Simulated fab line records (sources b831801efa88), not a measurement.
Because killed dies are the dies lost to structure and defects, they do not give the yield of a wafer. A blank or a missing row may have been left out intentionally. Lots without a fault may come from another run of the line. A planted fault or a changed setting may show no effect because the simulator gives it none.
Check for tools in common -- flow sky130 -- 42 wafers sampled across 14 lots

## WHY THIS WAS OPENED
Of 14 lots, 2 have the reading NWELL_RS flagged at SKY_NWELL_RS_MEAS_29. Wafers without a fault read 624.2 ohm/sq, standard deviation 1.9.
Rule: a lot gets a flag if all its wafers with a number sit over 4 standard deviations from that mean, or if no wafer of it has a number. As for the other lots, they are considered sound.

lot,measured,on,"NWELL_RS (ohm/sq), wafer by wafer",flag
L886,day 5 07:11,film metro-04,625.8 624.2 623.7,
L888,day 5 14:54,film metro-02,624.8 626.7 626.1,
L889,day 5 21:45,film metro-01,622.3 622.8 621.8,
L890,day 6 04:10,film metro-01,623.8 623.6 622.7,
L891,day 6 09:52,film metro-01,628.0 627.0 629.1,
L893,day 7 01:13,film metro-02,625.0 626.5 625.3,
L894,day 7 22:01,film metro-01,625.0 624.7 624.5,
L896,day 7 23:59,film metro-02,623.0 624.7 623.7,
L895,day 8 00:18,film metro-01,623.2 622.6 624.0,
L899,day 8 12:42,film metro-01,625.1 626.7 626.5,
L900,day 8 19:01,film metro-02,626.0 624.5 623.6,
L904,day 9 22:56,film metro-04,132.8 132.5 133.0,FLAGGED
L905,day 10 05:30,film metro-01,132.8 132.8 132.8,FLAGGED
L909,day 11 04:05,film metro-02,622.6 625.5 624.5,
The numbers of the flagged lots are 132.8 ohm/sq on average: -491.4 ohm/sq against the usual, or -99 or more standard deviations.

## TOOL THAT RAN EACH LOT
The record keeps 1 process step preceding the reading, out of 708 steps on the route. Every cell lists first the tool, next ch and the chambers used by the sampled wafers, and last the start.
lot,flag,SKY_NWELL_RTA_28
L886,,"rtp anneal-01 ch 0, day 5 07:05"
L888,,"rtp anneal-01 ch 0, day 5 14:48"
L889,,"rtp anneal-01 ch 0, day 5 21:39"
L890,,"rtp anneal-02 ch 0, day 6 04:04"
L891,,"rtp anneal-01 ch 0, day 6 09:46"
L893,,"rtp anneal-02 ch 0, day 7 01:07"
L894,,"rtp anneal-02 ch 0, day 7 21:49"
L896,,"rtp anneal-01 ch 0, day 7 23:52"
L895,,"rtp anneal-02 ch 0, day 8 00:12"
L899,,"rtp anneal-02 ch 0, day 8 12:35"
L900,,"rtp anneal-01 ch 0, day 8 18:55"
L904,FLAGGED,"rtp anneal-02, day 9 22:49"
L905,FLAGGED,"rtp anneal-01, day 10 05:24"
L909,,"rtp anneal-02 ch 0, day 11 03:58"
What the steps here do:
- SKY_NWELL_RTA_28: time 30 s.
- SKY_NWELL_RS_MEAS_29: measures by four-point-probe.

## FLAGGED OVER TOTAL, TOOL BY TOOL (the gauges that took the reading come last)
step,tool,lots run,flagged,share of the flagged lots,sound lots run after its first flagged lot
SKY_NWELL_RTA_28,rtp anneal-01,7,1,some,0
SKY_NWELL_RTA_28,rtp anneal-02,7,1,some,1 (L909)
SKY_NWELL_RS_MEAS_29,film metro-01,7,1,some,0
SKY_NWELL_RS_MEAS_29,film metro-02,5,0,none,-
SKY_NWELL_RS_MEAS_29,film metro-04,2,1,some,0

## WHAT IS ALLOWED BY THE TABLE
No row of the table ran every flagged lot.

## WHAT THE SIMULATOR PUT IN
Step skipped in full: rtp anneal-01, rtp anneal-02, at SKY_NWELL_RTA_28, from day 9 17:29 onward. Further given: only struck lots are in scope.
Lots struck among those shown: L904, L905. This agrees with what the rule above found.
